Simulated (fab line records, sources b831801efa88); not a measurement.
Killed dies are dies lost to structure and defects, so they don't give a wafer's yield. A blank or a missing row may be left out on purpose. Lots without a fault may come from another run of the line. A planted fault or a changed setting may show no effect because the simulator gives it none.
Which tool did it? | flow sky130 | 6 lots, 18 wafers sampled, at 1 step of a route of 708

WHAT THE GAUGES READ, wafer by wafer
SKY_NWELL_TW_MEAS_15.
lot  | measured     | on            | NWELL_TW
L707 | day 5 11:47  | film_metro-03 | 1809 1822 1823
L710 | day 5 17:35  | film_metro-03 | 1822 1811 1827
L721 | day 8 03:55  | film_metro-02 | 1801 1798 1801
L724 | day 8 21:05  | film_metro-02 | 1798 1796 1800
L727 | day 10 06:50 | film_metro-03 | 1828 1806 1823
L729 | day 10 13:51 | film_metro-02 | 1805 1796 1806

WHICH TOOL RAN EACH LOT (tool, then ch and the chambers of the sampled wafers, then the start)
The record holds no process step before these readings.

THE ANSWER, worked out from the rows above alone
Rule: what is usual is taken from the lots themselves. Put in order of their means at a reading, lots are off if they are a third of the lots or fewer, leave a main group of 4 or more, and stand apart from it by a gap of 3 or more times the standard deviation of the main group's means; of several such gaps the widest counts. A main group whose means are all the same, to the digits that the tables above print for the reading, isn't used. A lot without any number at a reading at which 4 lots or more have one is off too. The other lots that the step has rows for count as sound.
No lot is off at any reading shown: from this, nothing can be told.

WHAT THE SIMULATOR HAD PUT IN
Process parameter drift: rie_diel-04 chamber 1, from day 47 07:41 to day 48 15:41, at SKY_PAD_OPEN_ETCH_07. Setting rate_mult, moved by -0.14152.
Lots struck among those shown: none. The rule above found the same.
